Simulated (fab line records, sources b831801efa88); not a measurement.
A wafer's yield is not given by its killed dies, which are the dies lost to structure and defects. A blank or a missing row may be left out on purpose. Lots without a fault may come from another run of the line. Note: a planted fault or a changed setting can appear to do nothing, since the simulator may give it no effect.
Which tool is to blame? || flow sky130 || 34 wafers from 12 lots sampled at 4 of the route's 708 steps

== WHAT THE GAUGES SHOWED, per wafer ==
SKY_FIELD_ISO_THK_MEAS_04. Usual: for FIELD_ISO_CVD_03_THK the level is 164.3 nm and the standard deviation is 1.4.
{"lot": "L248", "measured": "day 1 13:29", "on": "film metro-02", "FIELD_ISO_CVD_03_THK (nm)": "165.5 165.3 164.9", "flag": ""}
{"lot": "L249", "measured": "day 1 18:29", "on": "film metro-01", "FIELD_ISO_CVD_03_THK (nm)": "164.4 165.2 166.5", "flag": ""}
{"lot": "L250", "measured": "day 1 23:31", "on": "film metro-03", "FIELD_ISO_CVD_03_THK (nm)": "166.0 165.1 166.0", "flag": ""}
{"lot": "L251", "measured": "day 2 04:30", "on": "film metro-01", "FIELD_ISO_CVD_03_THK (nm)": "164.9 166.3 163.6", "flag": ""}
{"lot": "L252", "measured": "day 2 10:46", "on": "film metro-02", "FIELD_ISO_CVD_03_THK (nm)": "165.3 165.4 165.5", "flag": ""}
{"lot": "L253", "measured": "day 2 14:29", "on": "film metro-01", "FIELD_ISO_CVD_03_THK (nm)": "163.0 165.1 163.9", "flag": ""}
{"lot": "L257", "measured": "day 3 10:53", "on": "film metro-02", "FIELD_ISO_CVD_03_THK (nm)": "162.7 164.2 166.2", "flag": ""}
{"lot": "L260", "measured": "day 4 01:30", "on": "film metro-01", "FIELD_ISO_CVD_03_THK (nm)": 162.4, "flag": ""}
{"lot": "L262", "measured": "day 4 11:29", "on": "film metro-01", "FIELD_ISO_CVD_03_THK (nm)": "165.1 165.3 165.4", "flag": ""}
{"lot": "L264", "measured": "day 4 21:29", "on": "film metro-01", "FIELD_ISO_CVD_03_THK (nm)": "164.9 166.1 164.5", "flag": ""}
{"lot": "L266", "measured": "day 5 10:09", "on": "film metro-01", "FIELD_ISO_CVD_03_THK (nm)": "162.1 163.2 164.4", "flag": ""}
{"lot": "L268", "measured": "day 5 17:29", "on": "film metro-02", "FIELD_ISO_CVD_03_THK (nm)": "163.5 163.8 164.4", "flag": ""}

SKY_FIELD_ISO_CD_MEAS_13: the cd target is 150 nm. Usual: 149.4 nm for cd nm, sd 1.3.
{"lot": "L248", "measured": "day 2 03:50", "on": "cd sem-01", "cd nm (nm)": "149.9 148.8 149.3", "flag": ""}
{"lot": "L249", "measured": "day 2 08:55", "on": "cd sem-02", "cd nm (nm)": "150.4 149.4 149.1", "flag": ""}
{"lot": "L250", "measured": "day 2 14:27", "on": "cd sem-02", "cd nm (nm)": "148.5 149.3 149.1", "flag": ""}
{"lot": "L251", "measured": "day 2 19:38", "on": "cd sem-01", "cd nm (nm)": "149.2 148.5 149.2", "flag": ""}
{"lot": "L252", "measured": "day 3 01:45", "on": "cd sem-01", "cd nm (nm)": "149.7 148.8 148.8", "flag": ""}
{"lot": "L253", "measured": "day 3 05:56", "on": "cd sem-01", "cd nm (nm)": "151.1 149.7 150.0", "flag": ""}
{"lot": "L257", "measured": "day 4 03:41", "on": "cd sem-02", "cd nm (nm)": "149.5 149.4 148.3", "flag": ""}
{"lot": "L260", "measured": "day 4 19:26", "on": "cd sem-02", "cd nm (nm)": 148.2, "flag": ""}
{"lot": "L262", "measured": "day 5 04:26", "on": "cd sem-02", "cd nm (nm)": "148.7 146.6 147.7", "flag": ""}
{"lot": "L264", "measured": "day 5 15:08", "on": "cd sem-02", "cd nm (nm)": "151.4 151.1 150.9", "flag": ""}
{"lot": "L266", "measured": "day 6 04:46", "on": "cd sem-01", "cd nm (nm)": "149.4 150.7 150.1", "flag": ""}
{"lot": "L268", "measured": "day 6 11:47", "on": "cd sem-01", "cd nm (nm)": "149.8 150.3 150.1", "flag": ""}

SKY_FIELD_ISO_THK_MEAS_25. Usual: for FIELD_ISO_CVD_24_THK the level is 597 nm and the standard deviation is 6.5.
{"lot": "L248", "measured": "day 2 05:49", "on": "film metro-03", "FIELD_ISO_CVD_24_THK (nm)": "599 589 608", "flag": ""}
{"lot": "L249", "measured": "day 2 11:10", "on": "film metro-02", "FIELD_ISO_CVD_24_THK (nm)": "591 592 597", "flag": ""}
{"lot": "L250", "measured": "day 2 16:36", "on": "film metro-03", "FIELD_ISO_CVD_24_THK (nm)": "587 592 603", "flag": ""}
{"lot": "L251", "measured": "day 2 21:35", "on": "film metro-01", "FIELD_ISO_CVD_24_THK (nm)": "596 596 599", "flag": ""}
{"lot": "L252", "measured": "day 3 03:42", "on": "film metro-03", "FIELD_ISO_CVD_24_THK (nm)": "590 587 599", "flag": ""}
{"lot": "L253", "measured": "day 3 07:55", "on": "film metro-02", "FIELD_ISO_CVD_24_THK (nm)": "603 596 593", "flag": ""}
{"lot": "L257", "measured": "day 4 05:40", "on": "film metro-01", "FIELD_ISO_CVD_24_THK (nm)": "596 589 601", "flag": ""}
{"lot": "L260", "measured": "day 4 21:23", "on": "film metro-03", "FIELD_ISO_CVD_24_THK (nm)": "846 845", "flag": "OFF"}
{"lot": "L262", "measured": "day 5 08:33", "on": "film metro-01", "FIELD_ISO_CVD_24_THK (nm)": "587 597 835 587 596 834", "flag": "OFF"}
{"lot": "L264", "measured": "day 5 17:55", "on": "film metro-01", "FIELD_ISO_CVD_24_THK (nm)": "600 598 601", "flag": ""}
{"lot": "L266", "measured": "day 6 09:19", "on": "film metro-01", "FIELD_ISO_CVD_24_THK (nm)": "597 599 600", "flag": ""}
{"lot": "L268", "measured": "day 6 13:46", "on": "film metro-02", "FIELD_ISO_CVD_24_THK (nm)": "608 597 602", "flag": ""}

== TOOL THAT RAN EACH LOT (tool first, then ch and the chambers of the sampled wafers, then the start) ==
{"lot": "L248", "SKY_FIELD_ISO_CVD_24": "hdpcvd-01 ch 1,2, day 2 05:45"}
{"lot": "L249", "SKY_FIELD_ISO_CVD_24": "hdpcvd-02 ch 0,1, day 2 11:05"}
{"lot": "L250", "SKY_FIELD_ISO_CVD_24": "hdpcvd-01 ch 0,1,2, day 2 16:32"}
{"lot": "L251", "SKY_FIELD_ISO_CVD_24": "hdpcvd-02 ch 0,1, day 2 21:30"}
{"lot": "L252", "SKY_FIELD_ISO_CVD_24": "hdpcvd-01 ch 0,1,2, day 3 03:38"}
{"lot": "L253", "SKY_FIELD_ISO_CVD_24": "hdpcvd-01 ch 1,2, day 3 07:50"}
{"lot": "L257", "SKY_FIELD_ISO_CVD_24": "hdpcvd-01 ch 1,2, day 4 05:35"}
{"lot": "L260", "SKY_FIELD_ISO_CVD_24": "hdpcvd-02 ch 1, day 4 21:17"}
{"lot": "L262", "SKY_FIELD_ISO_CVD_24": "hdpcvd-02 ch 0,2, day 5 08:28"}
{"lot": "L264", "SKY_FIELD_ISO_CVD_24": "hdpcvd-01 ch 0,1,2, day 5 17:50"}
{"lot": "L266", "SKY_FIELD_ISO_CVD_24": "hdpcvd-01 ch 0,2, day 6 09:14"}
{"lot": "L268", "SKY_FIELD_ISO_CVD_24": "hdpcvd-01 ch 0,1, day 6 13:41"}
- SKY_FIELD_ISO_CVD_24: deposits SiO2, target thk 595 nm, time 99.2 s.

== AS READ BY THE TOOLS THEMSELVES (means over the sampled wafers that have a number; for cases with no such wafer, the mark the record gives instead) ==
The record holds no such reading with a usual standard deviation.

== THE ANSWER, worked out from the rows above alone ==
Rule: lot off if the mean of its wafers having a number is beyond 3 standard deviations from the usual mean. Also off: a lot with no number at a reading for which 4 or more lots have one. Where the step has rows for the other lots, those lots are counted as sound. Order of review: gauges by route order, followed by the tools' own readings, for which a lot's mean as printed above is used. The first step at which some lot is off is used, and at that step the reading that is off furthest; a lot without a number counts as furthest.
Off: at SKY_FIELD_ISO_THK_MEAS_25 (FIELD_ISO_CVD_24_THK), L260, L262.
A tool fits if, at a process step before that reading, it ran every lot that is off, and no sound lot after the first of them. Those tools and the gauges at SKY_FIELD_ISO_THK_MEAS_25 are tried in the same way. One candidate fits, namely hdpcvd-02 at SKY_FIELD_ISO_CVD_24. A fault onset in the window from L251 (day 2 21:30, its last sound lot) to L260 (day 4 21:17, its first lot off) fits.

== WHAT HAD BEEN PUT IN BY THE SIMULATOR ==
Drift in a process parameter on hdpcvd-02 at SKY_FIELD_ISO_CVD_24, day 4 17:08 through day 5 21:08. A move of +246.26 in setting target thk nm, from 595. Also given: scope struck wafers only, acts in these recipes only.
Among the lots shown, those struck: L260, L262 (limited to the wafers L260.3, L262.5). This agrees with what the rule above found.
